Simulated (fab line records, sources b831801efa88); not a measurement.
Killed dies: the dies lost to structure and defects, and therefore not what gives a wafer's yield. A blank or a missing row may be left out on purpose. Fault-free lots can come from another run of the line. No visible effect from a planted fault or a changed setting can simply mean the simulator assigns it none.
One fault through the eyes of 2 desks / flow sky130 / what lay behind the numbers comes last; until then each desk has only its own

== AT THE METROLOGY DESK ==
Means of the sampled wafers that have a number, per lot and without regard to the tool the lot ran on: this is what the gauges read. Any lot whose mean is over 4 standard deviations away from the usual mean is out of limits and marked OUT; that distance is given in the brackets.
Columns: A = SD_N_RS at SKY_SD_N_RS_MEAS_16, usual 68.67 ohm/sq; B = SD_P_RS at SKY_SD_N_RS_MEAS_17, usual 147.3 ohm/sq
lot=L737; first seen here=day 28 02:17; A=68.61; B=147.5
lot=L739; first seen here=day 28 18:56; A=68.45; B=146.8
lot=L740; first seen here=day 29 03:39; A=68.84; B=147.7
lot=L741; first seen here=day 29 06:58; A=68.84; B=148.0
lot=L743; first seen here=day 29 20:22; A=68.56; B=147.0
lot=L744; first seen here=day 31 01:31; A=68.85; B=147.7
lot=L745; first seen here=day 31 04:03; A=68.78; B=147.5
lot=L746; first seen here=day 31 05:28; A=68.80; B=147.7
lot=L748; first seen here=day 31 13:07; A=68.88; B=148.0
lot=L747; first seen here=day 31 18:07; A=68.61; B=146.9
lot=L749; first seen here=day 31 21:56; A=68.51; B=146.8
lot=L757; first seen here=day 34 09:14; A=67.50 (-6.9) OUT; B=141.5 (-12) OUT
lot=L759; first seen here=day 35 10:03; A=67.68 (-5.8) OUT; B=142.3 (-10) OUT
lot=L760; first seen here=day 35 14:08; A=68.54; B=147.1
This desk finds L757, L759 out of limits, with the earliest case on L757 at day 34 09:14 (SD_N_RS at SKY_SD_N_RS_MEAS_16). Within limits: L737, L739, L740, L741, L743, L744, L745, L746, L748, L747, L749, L760.

== AT THE TOOL OWNER'S DESK: rtp-anneal-02 ==
Per lot that ran on this tool, the mean of the sampled wafers carrying a number, from the tool's own readings at SKY_SD_N_RTA_14 (time 2 s). Any lot whose mean is over 4 standard deviations away from the usual mean is out of limits and marked OUT; that distance is given in the brackets.
Columns: A = lamp-power-pct at SKY_SD_N_RTA_14, usual 15.74 %; B = wafer_temp_C_max at SKY_SD_N_RTA_14, usual 1077.9
lot=L737; first seen here=day 28 02:07; A=15.72; B=1078.3
lot=L739; first seen here=day 28 18:45; A=15.74; B=1077.4
lot=L741; first seen here=day 29 06:46; A=15.69; B=1078.3
lot=L743; first seen here=day 29 20:11; A=15.75; B=1079.1
lot=L745; first seen here=day 31 03:49; A=15.75; B=1078.2
lot=L748; first seen here=day 31 12:55; A=15.74; B=1077.3
lot=L749; first seen here=day 31 21:44; A=15.75; B=1078.1
lot=L757; first seen here=day 34 09:04; A=15.73; B=1083.8 (+5.4) OUT
lot=L759; first seen here=day 35 09:52; A=15.76; B=1084.7 (+6.2) OUT
Finding of this desk: L757, L759 out of limits; the first was L757 at day 34 09:04, on wafer_temp_C_max at SKY_SD_N_RTA_14. Within limits: L737, L739, L741, L743, L745, L748, L749.

== BROUGHT TOGETHER ==
An alarm could have come from the tool owner's desk at day 34 09:04, on L757, L759.
L757, L759 would have let the metrology desk raise an alarm at day 34 09:14.
The lots listed all ran SKY_SD_N_RTA_14 on rtp-anneal-02.

== WHAT THE SIMULATOR HAD INSERTED ==
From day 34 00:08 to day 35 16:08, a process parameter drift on rtp-anneal-02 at SKY_SD_N_RTA_14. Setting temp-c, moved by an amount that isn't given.
Shown lots that were struck: L757, L759.
Counting hours from when the fault started, the first reading out of limits came at 9 for the tool owner's desk and at 9 for the metrology desk.
